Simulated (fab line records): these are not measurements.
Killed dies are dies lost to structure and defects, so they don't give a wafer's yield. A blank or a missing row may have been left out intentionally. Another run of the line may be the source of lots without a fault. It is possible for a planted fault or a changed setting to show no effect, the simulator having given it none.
2 desks, one fault :: flow gf180mcu :: numbers are kept per desk, each desk with only its own; the story behind them comes last

## DESK OF THE TOOL OWNER: cmp-01
The tool's own readings at GF_V3_CMP_26 (polishes, stops on SiO2, t overpolish 15 s, target thk 0 nm): means of the sampled wafers that have a number, for each lot that ran on this tool. Any lot whose mean is over 4 standard deviations away from the usual mean is out of limits and marked OUT; that distance is given in the brackets.
Columns: A = motor-current-A at GF_V3_CMP_26, usual 11.1 A; B = overpolish-run-s at GF_V3_CMP_26, usual 15.000 s; C = time-to-endpoint-s at GF_V3_CMP_26, usual 83 s
lot: L207
first seen here: day 22 16:40
A: 11.0
B: 14.991
C: 83

lot: L209
first seen here: day 23 05:54
A: 10.9
B: 14.999
C: 82

lot: L216
first seen here: day 25 20:06
A: 11.2
B: 14.999
C: 81

lot: L224
first seen here: day 28 21:38
A: 11.1
B: 14.995
C: 87

lot: L227
first seen here: day 29 06:01
A: 11.0
B: 15.008
C: 80

lot: L229
first seen here: day 29 21:47
A: 11.0
B: 14.989
C: 80
This desk found nothing out of limits on any of the 6 lots.

## FROM THE METROLOGY DESK
What the gauges read for every lot (on any tool): the sampled wafers with a number, averaged. Any lot whose mean is over 4 standard deviations away from the usual mean is out of limits and marked OUT; that distance is given in the brackets.
Columns: A = TOP_METAL_ALCU_RS at GF_TOP_METAL_RS_MEAS_05, usual 0.0327 ohm/sq; B = PASSIVATION_CVD_02_THK at GF_PASSIVATION_THK_MEAS_03, usual 698 nm
lot: L207
first seen here: day 27 10:25
A: 0.0323
B: 693

lot: L208
first seen here: day 27 13:00
A: 0.0324
B: 695

lot: L209
first seen here: day 27 23:40
A: 0.0325
B: 704

lot: L210
first seen here: day 28 08:22
A: 0.0327
B: 696

lot: L214
first seen here: day 29 12:22
A: 0.0325
B: 689

lot: L216
first seen here: day 30 04:03
A: 0.0326
B: 692

lot: L217
first seen here: day 30 16:59
A: 0.0325
B: 706

lot: L220
first seen here: day 31 10:40
A: 0.0330
B: 706

lot: L224
first seen here: day 32 20:11
A: 0.0327
B: 710

lot: L225
first seen here: day 32 22:33
A: 0.0323
B: 704

lot: L227
first seen here: day 33 07:28
A: 0.0329
B: 685

lot: L228
first seen here: day 33 09:47
A: 0.0330
B: 706

lot: L229
first seen here: day 33 17:29
A: 0.0329
B: 713
This desk found nothing out of limits on any of the 13 lots.

## TAKEN TOGETHER
Nothing out of limits was seen by the tool owner's desk.
Nothing out of limits was seen by the metrology desk.

## WHAT THE SIMULATOR HAD PUT IN
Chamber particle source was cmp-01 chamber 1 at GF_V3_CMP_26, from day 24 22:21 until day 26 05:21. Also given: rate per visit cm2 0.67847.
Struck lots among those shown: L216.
